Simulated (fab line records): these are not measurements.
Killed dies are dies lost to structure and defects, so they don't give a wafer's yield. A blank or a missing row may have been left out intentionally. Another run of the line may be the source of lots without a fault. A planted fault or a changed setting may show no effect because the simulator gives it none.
fab line records | flow sfq_line
record: lots: 6 | wafers: 18 | last_day: 92
route steps=325 shown C5@250 M6@251
lots with no fault: from the same line, run without faults
start_h: the number of hours between the record's first day and the start of the first shown wafer of the lot | wait_h: hours elapsed since this lot's preceding step | " repeats the value in the row above | L1.1+2: a row that stands for several wafers | - no value, or no start given | * or withheld: withheld | < > ~ a bound
route shown NAME@n: a module of which the file shows steps, and the number in the route of the first | usual: mean/standard deviation taken from wafers without a fault | same: alike in all rows | chamber/n: place in a boat | sites: the reading at each site | _std_site: standard deviation across them | _edge_site: the outer-site mean with the inner-site mean subtracted | radius_mm: how far each site lies from the wafer's centre | mask NAME#n: copy n | behind: the most recent tool/chamber to have shaped the wafer | hold: what put the lot on hold/how long, in hours/how the hold closed | device: names the non-switching transistor (n, p or np) | end of line: the same wafers' tests at the end of the route | step lacking rows: just its recipe | killed: count of dies lost to structure and defects at first sort (not the wafer's yield) | map: per-die view of a wafer (x killed, . not killed, _ where there is no die)
set.NAME: setting as actually run; set.NAME@STEP: the setting as run at that earlier step | model.NAME: the simulator's own value behind a step, which no gauge read
certain route steps with their lots: each step a table, each wafer a row
services: from which hour (start_h, from the record's first day; less than 0 if before it) a tool's chamber was out of use, for how many hours, and why
== steps ==
step: SFQ_TRILAYER_C5_STRIP_SOLV_CLEAN_156
recipe: chemistry: NMP | temp_c: 70 | time_s: 600
step: SFQ_TRILAYER_M6_DEP_PRE_CLEAN_158
recipe: gas: Ar | time_s: 22.5 | bias_v: 250
step: SFQ_TRILAYER_M6_DEP_SPUTTER_157
recipe: material: Nb | base_pressure_pa: 1.33e-06 | chamber_pressure_pa: 0.1333 | substrate_temp_c: 20 | target_thk_nm: 200 | power_w: 2000 | time_s: 133.3
usual: substrate_temp_c: 19.99/0.1 | throttle_valve_pct: 29.8/0.72
lot.wafer | tool           | chamber | start_h | wait_h | substrate_temp_c | throttle_valve_pct
L940.1    | pvd_sputter-06 | -       | 1738.49 | 0.0    | 20.18            | 30.3
L940.2    | "              | -       | "       | "      | 20.04            | 30.3
L940.4    | "              | -       | "       | "      | 19.96            | 30.2
L944.1    | pvd_sputter-05 | -       | 1744.49 | 0.0    | 20.18            | 29.2
L944.4    | "              | -       | "       | "      | 19.94            | 29.1
L944.6    | "              | -       | "       | "      | 19.93            | 29.4
L945.1    | pvd_sputter-03 | -       | 1755.29 | 0.0    | 19.92            | 29.4
L945.2    | "              | -       | "       | "      | 19.83            | 30.6
L945.5    | "              | -       | "       | "      | 19.96            | 30.8
L947.1    | pvd_sputter-06 | -       | 1763.69 | 0.0    | 20.08            | 30.2
L947.3    | "              | -       | "       | "      | 19.84            | 29.8
L947.4    | "              | -       | "       | "      | 20.15            | 30.4
L949.2    | pvd_sputter-05 | -       | 1780.63 | 0.0    | 20.16            | 29.0
L949.3    | "              | -       | "       | "      | 20.21            | 29.5
L949.5    | "              | -       | "       | "      | 19.88            | 29.6
L956.3    | pvd_sputter-06 | -       | 1818.41 | 0.0    | 20.00            | 30.1
L956.4    | "              | -       | "       | "      | 19.93            | 30.5
L956.5    | "              | -       | "       | "      | 20.05            | 30.4
step: SFQ_M6_RS_MEAS_938
recipe: thk_meas_gauge: four-point-probe | reads: Nb_of_TRILAYER_M6_DEP_SPUTTER_157
usual: M6_NB_RS: 0.892/0.01
lot.wafer | tool          | chamber | start_h | wait_h | M6_NB_RS[ohm/sq]
L940.1    | film_metro-04 | -       | 1738.58 | 0.0    | 0.893
L940.2    | "             | -       | "       | "      | 0.872
L940.4    | "             | -       | "       | "      | 0.893
L944.1    | film_metro-03 | -       | 1744.58 | 0.0    | 0.876
L944.4    | "             | -       | "       | "      | 0.873
L944.6    | "             | -       | "       | "      | 0.884
L945.1    | film_metro-02 | -       | 1755.38 | 0.0    | 0.888
L945.2    | "             | -       | "       | "      | 0.887
L945.5    | "             | -       | "       | "      | 0.886
L947.1    | film_metro-02 | -       | 1763.78 | 0.0    | 0.892
L947.3    | "             | -       | "       | "      | 0.900
L947.4    | "             | -       | "       | "      | 0.883
L949.2    | film_metro-04 | -       | 1780.74 | 0.1    | 0.897
L949.3    | "             | -       | "       | "      | 0.889
L949.5    | "             | -       | "       | "      | 0.895
L956.3    | film_metro-03 | -       | 1818.54 | 0.1    | 0.895
L956.4    | "             | -       | "       | "      | 0.875
L956.5    | "             | -       | "       | "      | 0.877
step: SFQ_TRILAYER_M6_LITHO_COAT_164
recipe: resist: BARC | spin_rpm: 3000 | resist_thk_nm: 62
step: SFQ_TRILAYER_M6_LITHO_COAT_159
recipe: resist: KrF | spin_rpm: 3000 | resist_thk_nm: 600
step: SFQ_TRILAYER_M6_LITHO_SOFTBAKE_163
recipe: temp_c: withheld | time_s: withheld | resist: KrF
step: SFQ_TRILAYER_M6_LITHO_EXPOSE_160
recipe: mask_id: M6 | na: 0.6 | source_shape: conventional | sigma_outer: 0.65 | target_cd_nm: 500 | dose_mj: 14.4
step: SFQ_TRILAYER_M6_LITHO_PEB_162
recipe: peb_temp_c: 115 | peb_time_s: 60 | resist: KrF
step: SFQ_TRILAYER_M6_LITHO_DEVELOP_161
recipe: time_s: 60 | resist: KrF
step: SFQ_M6_OVL_MEAS_940
usual: M6_OVL: -1/4.8
lot.wafer | tool       | chamber | start_h | wait_h | M6_OVL[nm]
L940.1    | overlay-01 | -       | 1850.48 | 0.1    | 0
L940.2    | "          | -       | "       | "      | 2
L940.4    | "          | -       | "       | "      | 4
L944.1    | overlay-01 | -       | 1857.68 | 0.1    | -3
L944.4    | "          | -       | "       | "      | -2
L944.6    | "          | -       | "       | "      | 6
L945.1    | overlay-01 | -       | 1863.68 | 0.1    | -5
L945.2    | "          | -       | "       | "      | -4
L945.5    | "          | -       | "       | "      | 0
L947.1    | overlay-01 | -       | 1875.36 | 0.1    | 1
L947.3    | "          | -       | "       | "      | 0
L947.4    | "          | -       | "       | "      | -5
L949.2    | overlay-01 | -       | 1889.76 | 0.1    | -1
L949.3    | "          | -       | "       | "      | -5
L949.5    | "          | -       | "       | "      | -5
L956.3    | overlay-02 | -       | 1920.21 | 0.1    | 2
L956.4    | "          | -       | "       | "      | -1
L956.5    | "          | -       | "       | "      | -4
step: SFQ_TRILAYER_M6_BARC_OPEN_METAL_ETCH_206
recipe: mask_material: PR | chemistry: O2 | target_depth_nm: 125 | target: BARC | icp_w: 600 | bias_w: 80 | pressure_mtorr: 10 | time_s: 41.7
usual: drypump_motor_current_A: 5.3/0.31 | oes_product_au: 0.686/0.0046 | rf_fwd_power_W: 593.9/2.2
lot.wafer | tool         | chamber | start_h | wait_h | drypump_motor_current_A | oes_product_au | rf_fwd_power_W | rf_hours_counter_h | model.KrF_of_TRILAYER_M6_LITHO_COAT_159.thk_nm
L940.1    | rie_metal-03 | 0       | 1850.52 | 0.0    | 5.2                     | 0.684          | 593.7          | 92                 | 523.2
L940.2    | "            | 1       | "       | "      | 5.5                     | 0.682          | 593.0          | 51                 | 522.5
L940.4    | "            | 0       | "       | "      | 5.2                     | 0.689          | 592.4          | -                  | 522.7
L944.1    | rie_metal-03 | 0       | 1857.72 | 0.0    | 5.3                     | 0.694          | 688.1          | 94                 | 515.9
L944.4    | "            | 0       | "       | "      | 5.3                     | 0.687          | 685.9          | -                  | 515.1
L944.6    | "            | 1       | "       | "      | 5.5                     | 0.679          | 687.8          | -                  | 514.7
L945.1    | rie_metal-02 | 0       | 1863.72 | 0.0    | 5.7                     | 0.681          | 596.6          | 78                 | 523.5
L945.2    | "            | 1       | "       | "      | 4.7                     | 0.683          | 592.9          | 83                 | 520
L945.5    | "            | 0       | "       | "      | 5.7                     | 0.682          | 594.6          | -                  | 520.8
L947.1    | rie_metal-03 | 0       | 1875.39 | 0.0    | 5.2                     | 0.692          | 689.7          | 97                 | 515.3
L947.3    | "            | 0       | "       | "      | 5.2                     | 0.686          | 690.4          | -                  | 515.4
L947.4    | "            | 1       | "       | "      | 5.5                     | 0.684          | 687.8          | -                  | 513.2
L949.2    | rie_metal-04 | 0       | 1889.81 | 0.0    | 5.0                     | 0.684          | 590.4          | -                  | 524.6
L949.3    | "            | 0       | "       | "      | 5.1                     | 0.679          | 592.6          | -                  | 524.7
L949.5    | "            | 0       | "       | "      | 5.0                     | 0.689          | 591.6          | -                  | 524.5
L956.3    | rie_metal-04 | 0       | 1920.26 | 0.0    | 5.1                     | 0.689          | 593.5          | -                  | 520.9
L956.4    | "            | 1       | "       | "      | 5.3                     | 0.679          | 590.7          | -                  | 523.8
L956.5    | "            | 0       | "       | "      | 5.1                     | 0.692          | 594.3          | -                  | 521.1
step: SFQ_TRILAYER_M6_ETCH_METAL_ETCH_162
recipe: target: Nb | stop_on: SiO2 | mask_material: PR | chemistry: Cl2/Ar | target_depth_nm: 240 | icp_w: 600 | bias_w: 80 | pressure_mtorr: 10 | time_s: 120
usual: drypump_motor_current_A: 5.3/0.31 | oes_product_au: 0.893/0.007 | rf_fwd_power_W: 597.2/2.2
lot.wafer | tool         | chamber | start_h | wait_h | drypump_motor_current_A | oes_product_au | rf_fwd_power_W | rf_hours_counter_h | model.KrF_of_TRILAYER_M6_LITHO_COAT_159.thk_nm
L940.1    | rie_metal-03 | 0       | 1850.58 | 0.0    | 5.2                     | 0.881          | 595.2          | 92                 | 382
L940.2    | "            | 1       | "       | "      | 5.5                     | 0.895          | 598.3          | 52                 | 380.4
L940.4    | "            | 0       | "       | "      | 5.2                     | 0.896          | 599.1          | -                  | 380.8
L944.1    | rie_metal-03 | 0       | 1857.78 | 0.0    | 5.2                     | 0.912          | 598.0          | 94                 | 373.5
L944.4    | "            | 0       | "       | "      | 5.2                     | 0.907          | 599.3          | -                  | 373.6
L944.6    | "            | 1       | "       | "      | 5.5                     | 0.906          | 599.3          | -                  | 371.7
L945.1    | rie_metal-02 | 0       | 1863.78 | 0.0    | 5.7                     | 0.891          | 597.8          | 78                 | 380.4
L945.2    | "            | 1       | "       | "      | 4.7                     | 0.902          | 596.7          | 83                 | 375.6
L945.5    | "            | 0       | "       | "      | 5.7                     | 0.892          | 598.3          | -                  | 378.4
L947.1    | rie_metal-03 | 0       | 1875.45 | 0.0    | 5.2                     | 0.891          | 598.4          | 97                 | 372.3
L947.3    | "            | 0       | "       | "      | 5.3                     | 0.886          | 597.7          | -                  | 372.9
L947.4    | "            | 1       | "       | "      | 5.5                     | 0.907          | 600.6          | -                  | 369.5
L949.2    | rie_metal-04 | 0       | 1889.96 | 0.1    | 5.1                     | 0.888          | 594.8          | -                  | 383.2
L949.3    | "            | 0       | "       | "      | 5.1                     | 0.900          | 594.0          | -                  | 383
L949.5    | "            | 0       | "       | "      | 5.1                     | 0.881          | 591.8          | -                  | 383.2
L956.3    | rie_metal-04 | 0       | 1920.34 | 0.1    | 5.1                     | 0.888          | 598.0          | -                  | 380.2
L956.4    | "            | 1       | "       | "      | 5.3                     | 0.909          | 599.9          | -                  | 388.1
L956.5    | "            | 0       | "       | "      | 5.1                     | 0.904          | 600.7          | -                  | 378.8
step: SFQ_TRILAYER_M6_STRIP_STRIP_163
recipe: gas: O2 | power_w: 200 | platen_temp_c: 40 | overash_fraction: 0.65 | chemistry: O2 | pressure_mtorr: 50
usual: drypump_motor_current_A: 5.3/0.31 | oes_product_au: 1.005/0.01
lot.wafer | tool         | chamber | start_h | wait_h | drypump_motor_current_A | oes_product_au | rf_hours_counter_h
L940.1    | rie_metal-03 | 0       | 1850.71 | 0.1    | 5.2                     | 0.995          | 92
L940.2    | "            | 1       | "       | "      | 5.5                     | 1.003          | 52
L940.4    | "            | 0       | "       | "      | 5.2                     | 1.004          | -
L944.1    | rie_metal-03 | 0       | 1857.91 | 0.1    | 5.3                     | 0.996          | 94
L944.4    | "            | 0       | "       | "      | 5.3                     | 1.006          | -
L944.6    | "            | 1       | "       | "      | 5.5                     | 1.007          | -
L945.1    | rie_metal-02 | 0       | 1863.91 | 0.1    | 5.7                     | 0.997          | 78
L945.2    | "            | 1       | "       | "      | 4.7                     | 1.019          | 83
L945.5    | "            | 0       | "       | "      | 5.7                     | 1.006          | -
L947.1    | rie_metal-03 | 0       | 1875.58 | 0.1    | 5.3                     | 1.005          | 97
L947.3    | "            | 0       | "       | "      | 5.3                     | 1.010          | -
L947.4    | "            | 1       | "       | "      | 5.5                     | 1.013          | -
L949.2    | rie_metal-04 | 0       | 1890.36 | 0.4    | 5.1                     | 1.005          | -
L949.3    | "            | 0       | "       | "      | 5.0                     | 0.996          | -
L949.5    | "            | 0       | "       | "      | 5.1                     | 1.005          | -
L956.3    | rie_metal-04 | 0       | 1920.62 | 0.2    | 5.1                     | 1.005          | -
L956.4    | "            | 1       | "       | "      | 5.3                     | 0.965          | -
L956.5    | "            | 0       | "       | "      | 5.1                     | 1.007          | -
== services ==
tool           | chamber | start_h | hours | kind
rie_metal-02   | 0       | 1716.61 | 3.7   | repair
pvd_sputter-06 | -       | 1746.27 | 0.9   | repair
rie_metal-03   | -       | 1782.05 | 3.9   | repair
pvd_sputter-05 | -       | 1806.40 | 2.4   | repair
rie_metal-02   | -       | 1824.95 | 0.3   | repair
pvd_sputter-03 | -       | 1833.93 | 11.9  | repair
rie_metal-03   | -       | 1862.88 | 0.7   | repair
pvd_sputter-05 | -       | 1870.22 | 3.8   | repair
pvd_sputter-06 | 0       | 1875.80 | -     | consumable_replace:kit
pvd_sputter-06 | 0       | 1875.80 | 18.0  | scheduled_down
pvd_sputter-06 | 0       | 1875.80 | 18.0  | vent_cycle
rie_metal-04   | -       | 1887.24 | 1.9   | repair
rie_metal-04   | 1       | 1889.41 | 12.1  | repair
rie_metal-03   | 1       | 1895.63 | 10.1  | repair
rie_metal-02   | 1       | 1897.77 | 7.3   | repair
== key ==
first_sign: step: SFQ_TRILAYER_M6_BARC_OPEN_METAL_ETCH_206 | reading: rf_fwd_power_W | direction: up | sigmas: 44 | usual: 593.9 | struck: 688.3
effect none on later readings
model_effect: step: SFQ_TRILAYER_M6_BARC_OPEN_METAL_ETCH_206 | value: KrF_of_TRILAYER_M6_LITHO_COAT_159.thk_nm | without: 522.4 | struck: 514.9
model_effect: step: SFQ_TRILAYER_M6_ETCH_METAL_ETCH_162 | value: KrF_of_TRILAYER_M6_LITHO_COAT_159.thk_nm | without: 379.7 | struck: 372.3
met_at SFQ_TRILAYER_M6_BARC_OPEN_METAL_ETCH_206
struck_wafers L944.1,L944.4,L944.6,L947.1,L947.3,L947.4
onset_between 1850.52 1857.72
fault: kind: process_parameter_drift | tool: rie_metal-03 | chamber: - | onset_h: 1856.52 | steps: SFQ_TRILAYER_M6_BARC_OPEN_METAL_ETCH_206 | channel: icp_w | offset: 96 | shape: step | end_h: 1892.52 | acts_in: these_recipes_only | stated: 600
